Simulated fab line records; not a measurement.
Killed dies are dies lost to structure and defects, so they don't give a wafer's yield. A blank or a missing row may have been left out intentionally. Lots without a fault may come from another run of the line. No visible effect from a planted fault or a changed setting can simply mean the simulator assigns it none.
Which tool did it? + flow gf180mcu + 13 lots with 39 wafers sampled at 4 steps, on a route of 602 steps

== WHAT THE GAUGES READ, wafer by wafer ==
GF_MVPSD_OVL_MEAS_07. Usual: MVPSD_OVL 0.7 nm, standard deviation 1.3.
| lot  | measured     | on         | MVPSD_OVL (nm) | flag |
|------|--------------|------------|----------------|------|
| L426 | day 5 08:47  | overlay-01 | 0.6 3.7 2.7    |      |
| L428 | day 5 19:23  | overlay-02 | 2.0 0.8 1.4    |      |
| L429 | day 6 01:56  | overlay-02 | 1.0 1.2 1.5    |      |
| L434 | day 7 06:41  | overlay-02 | -0.5 0.4 -0.5  |      |
| L435 | day 7 15:03  | overlay-02 | -0.3 0.1 1.3   |      |
| L437 | day 8 01:35  | overlay-01 | -0.9 -1.5 -3.2 |      |
| L439 | day 8 11:58  | overlay-01 | 0.9 0.4 1.1    |      |
| L440 | day 8 16:59  | overlay-01 | 2.0 0.7 1.5    |      |
| L441 | day 8 21:25  | overlay-01 | 1.6 1.3 0.2    |      |
| L442 | day 9 03:58  | overlay-02 | 1.0 2.3 -0.3   |      |
| L443 | day 9 12:23  | overlay-02 | 0.7 0.9 0.2    |      |
| L447 | day 10 19:59 | overlay-02 | 0.2 -1.4 1.7   |      |
| L448 | day 11 02:17 | overlay-01 | -0.8 1.0 0.8   |      |

GF_M2_THK_MEAS_06: measures by xrf. Usual: M2_ALCU_THK 448 nm, standard deviation 6.3.
| lot  | measured     | on            | M2_ALCU_THK (nm) | flag |
|------|--------------|---------------|------------------|------|
| L426 | day 18 17:40 | film metro-03 | 443 448 434      |      |
| L429 | day 19 20:05 | film metro-04 | 444 448 444      |      |
| L434 | day 21 13:14 | film metro-01 | 440 439 443      |      |
| L435 | day 22 06:26 | film metro-01 | 441 441 442      |      |
| L437 | day 22 21:27 | film metro-01 | 447 439 444      |      |
| L439 | day 23 14:05 | film metro-01 | 440 443 447      |      |
| L440 | day 23 20:50 | film metro-01 | 449 447 442      |      |
| L441 | day 24 01:29 | film metro-03 | 455 456 456      |      |
| L442 | day 24 10:53 | film metro-01 | 431 441 438      |      |
| L443 | day 24 19:30 | film metro-04 | 452 455 456      |      |
| L447 | day 26 08:01 | film metro-01 | 453 457 451      |      |
| L448 | day 26 15:16 | film metro-03 | 452 446 456      |      |

== WHAT TOOL EACH LOT RAN ON (gives the tool, then ch and the chambers of the sampled wafers, and finally the start) ==
| lot  | GF_HV_LDD_STRIP_49                   | GF_V1_ETCH_16                      |
|------|--------------------------------------|------------------------------------|
| L426 | plasma asher-03 ch 0,1, day 12 20:59 | rie diel-04 ch 0,1,2, day 18 15:58 |
| L428 | plasma asher-03 ch 0,1, day 13 07:46 | -                                  |
| L429 | plasma asher-01 ch 0,1, day 13 18:20 | rie diel-03 ch 0,2,3, day 19 18:23 |
| L434 | plasma asher-04 ch 0,1, day 15 07:25 | rie diel-03 ch 0,1,3, day 21 11:30 |
| L435 | plasma asher-03 ch 0,1, day 15 23:00 | rie diel-03 ch 0,1,2, day 22 04:43 |
| L437 | plasma asher-03 ch 0,1, day 16 11:26 | rie diel-04 ch 0,1,3, day 22 19:43 |
| L439 | plasma asher-03 ch 0,1, day 17 04:16 | rie diel-04 ch 0,1,3, day 23 12:14 |
| L440 | plasma asher-03 ch 0,1, day 17 10:11 | rie diel-03 ch 0,1,3, day 23 19:08 |
| L441 | plasma asher-01 ch 0,1, day 17 13:44 | rie diel-04 ch 1,2,3, day 23 23:47 |
| L442 | plasma asher-01 ch 0,1, day 18 03:20 | rie diel-04 ch 0,1,3, day 24 09:11 |
| L443 | plasma asher-01 ch 0,1, day 18 10:28 | rie diel-03 ch 0,2,3, day 24 17:40 |
| L447 | plasma asher-01 ch 0,1, day 20 04:53 | rie diel-03 ch 2,3, day 26 06:19   |
| L448 | plasma asher-01 ch 0,1, day 20 14:10 | rie diel-02 ch 0,1,3, day 26 13:32 |
- GF_HV_LDD_STRIP_49: strips in O2/N2.
- GF_V1_ETCH_16: etches BARC in N2/H2.

== WHAT THE TOOLS THEMSELVES READ (means of the sampled wafers that have a number; where no wafer has one, the mark that the record gives instead) ==
GF_HV_LDD_STRIP_49. Usual: drypump motor current A 5.86 A, standard deviation 0.22; heater power w 324 W, standard deviation 23; oes product au 0.715 a.u., standard deviation 0.0046; strip time to endpoint s 12.64 s, standard deviation 0.036.
| lot  | tool            | drypump motor current A (A) | heater power w (W) | oes product au (a.u.) | strip time to endpoint s (s) | flag |
|------|-----------------|-----------------------------|--------------------|-----------------------|------------------------------|------|
| L426 | plasma asher-03 | 5.89                        | 311                | 0.715                 | 12.66                        |      |
| L428 | plasma asher-03 | 5.87                        | 310                | 0.948                 | -                            | OFF  |
| L429 | plasma asher-01 | 5.85                        | 330                | 0.717                 | 12.68                        |      |
| L434 | plasma asher-04 | 5.66                        | 332                | 0.713                 | 12.67                        |      |
| L435 | plasma asher-03 | 5.99                        | 287                | 0.715                 | 12.63                        |      |
| L437 | plasma asher-03 | 5.88                        | 309                | 0.719                 | 12.63                        |      |
| L439 | plasma asher-03 | 5.86                        | 311                | 0.716                 | 12.68                        |      |
| L440 | plasma asher-03 | 5.88                        | 311                | 0.717                 | 12.63                        |      |
| L441 | plasma asher-01 | 5.84                        | 339                | 0.710                 | 12.62                        |      |
| L442 | plasma asher-01 | 5.84                        | 335                | 0.719                 | 12.62                        |      |
| L443 | plasma asher-01 | 5.82                        | 334                | 0.718                 | 12.67                        |      |
| L447 | plasma asher-01 | 5.84                        | 329                | 0.716                 | 12.62                        |      |
| L448 | plasma asher-01 | 5.81                        | 336                | 0.710                 | 12.61                        |      |

GF_V1_ETCH_16. Usual: drypump motor current A 5.7 A, standard deviation 0.53; oes product au 0.854 a.u., standard deviation 0.0048; throttle valve pct 13.223 %, standard deviation 0.0089.
| lot  | tool        | drypump motor current A (A) | oes product au (a.u.) | throttle valve pct (%) | flag |
|------|-------------|-----------------------------|-----------------------|------------------------|------|
| L426 | rie diel-04 | 5.9                         | 0.854                 | 13.222                 |      |
| L429 | rie diel-03 | 5.4                         | 0.851                 | 13.219                 |      |
| L434 | rie diel-03 | 5.6                         | 0.857                 | 13.228                 |      |
| L435 | rie diel-03 | 5.9                         | 0.851                 | 13.227                 |      |
| L437 | rie diel-04 | 5.9                         | 0.858                 | 13.223                 |      |
| L439 | rie diel-04 | 5.9                         | 0.854                 | 13.225                 |      |
| L440 | rie diel-03 | 5.5                         | 0.857                 | 13.217                 |      |
| L441 | rie diel-04 | 5.7                         | 0.855                 | 13.211                 |      |
| L442 | rie diel-04 | 5.9                         | 0.855                 | 13.224                 |      |
| L443 | rie diel-03 | 5.4                         | 0.858                 | 13.229                 |      |
| L447 | rie diel-03 | 5.4                         | 0.856                 | 13.229                 |      |
| L448 | rie diel-02 | 6.0                         | 0.847                 | 13.223                 |      |

== THE ANSWER, worked out from the rows above alone ==
Rule: take the mean of a lot's wafers that have a number; if it is more than 3 standard deviations from the usual mean, the lot is off. Also off: a lot with no number at a reading for which 4 or more lots have one. All remaining lots with rows at the step are treated as sound. First the gauges in route order, then the tools' own readings, where a lot's mean is used as printed above. The first step at which some lot is off is used, and at that step the reading that is off furthest; a lot without a number counts as furthest.
Off: L428 (GF_HV_LDD_STRIP_49, strip time to endpoint s). Without a number there: L428.
A tool fits if, at that step or a process step before it, it ran every lot that is off, and no sound lot after the first of them. Not one of the candidates tried fits.

== WHAT HAD BEEN PUT IN BY THE SIMULATOR ==
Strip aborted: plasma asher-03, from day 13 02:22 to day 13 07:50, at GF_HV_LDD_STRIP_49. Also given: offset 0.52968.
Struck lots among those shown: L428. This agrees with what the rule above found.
